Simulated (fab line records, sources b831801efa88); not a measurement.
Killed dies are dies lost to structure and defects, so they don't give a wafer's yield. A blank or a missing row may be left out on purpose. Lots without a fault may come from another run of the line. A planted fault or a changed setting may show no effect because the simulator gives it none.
One fault seen from 2 desks | flow gf180mcu | each desk has only its own numbers; what lay behind them comes last

THE TOOL OWNER'S DESK: implanter-03
The tool's own readings at GF_LVPWELL_IMPLANT_08: means of the sampled wafers that have a number, for each lot that ran on this tool. A lot is out of limits, marked OUT, if its mean lies more than 4 standard deviations from the usual mean; the brackets give that distance.
Columns: A = dose_ions_cm2 at GF_LVPWELL_IMPLANT_08, usual 1.4999e+13; B = end_station_pressure_torr at GF_LVPWELL_IMPLANT_08, usual 5.03e-06 Torr; C = faraday_current_uA at GF_LVPWELL_IMPLANT_08, usual 84.9
lot  | first seen here | A                    | B        | C
L544 | day 6 11:19     | 1.4995e+13           | 5.13e-06 | 85.6
L547 | day 7 03:59     | 1.5721e+13 (+40) OUT | 4.91e-06 | 89.6
L548 | day 7 09:28     | 1.5720e+13 (+40) OUT | 4.75e-06 | 89.3
This desk's finding: out of limits on L547, L548; first on L547, day 7 03:59 (dose_ions_cm2 at GF_LVPWELL_IMPLANT_08). In limits: L544.

THE METROLOGY DESK
What the gauges read, lot by lot, whatever tool the lot ran on: means of the sampled wafers that have a number. A lot is out of limits, marked OUT, if its mean lies more than 4 standard deviations from the usual mean; the brackets give that distance.
Columns: A = LVPWELL_RS at GF_VT_IMPLANT_RS_MEAS_48, usual 1197 ohm/sq; B = MVPSD_RS at GF_VT_IMPLANT_RS_MEAS_49, usual 1170.0 ohm/sq
lot  | first seen here | A               | B
L534 | day 7 20:03     | 1198            | 1171.6
L535 | day 8 01:53     | 1199            | 1169.7
L537 | day 8 16:14     | 1192            | 1173.4
L541 | day 9 18:41     | 1196            | 1170.5
L543 | day 10 09:22    | 1194            | 1166.0
L544 | day 10 17:35    | 1196            | 1170.2
L547 | day 11 11:54    | 1165 (-11) OUT  | 1168.4
L548 | day 11 18:03    | 1171 (-8.6) OUT | 1168.3
L552 | day 12 22:54    | 1200            | 1170.9
L554 | day 13 08:55    | 1194            | 1171.4
L556 | day 14 01:26    | 1198            | 1173.5
This desk's finding: out of limits on L547, L548; first on L547, day 11 11:54 (LVPWELL_RS at GF_VT_IMPLANT_RS_MEAS_48). In limits: L534, L535, L537, L541, L543, L544, L552, L554, L556.

PUT TOGETHER
The tool owner's desk could have raised an alarm at day 7 03:59, on L547, L548.
The metrology desk could have raised an alarm at day 11 11:54, on L547, L548.
Of the lots named, all ran GF_LVPWELL_IMPLANT_08 on implanter-03.

WHAT THE SIMULATOR HAD PUT IN
Process parameter drift: implanter-03, from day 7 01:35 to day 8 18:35, at GF_LVPWELL_IMPLANT_08. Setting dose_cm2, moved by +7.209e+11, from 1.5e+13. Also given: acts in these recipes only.
Lots struck among those shown: L547, L548.
Hours from the fault's start to each desk's first reading out of limits: the tool owner's desk, 2; the metrology desk, 106.
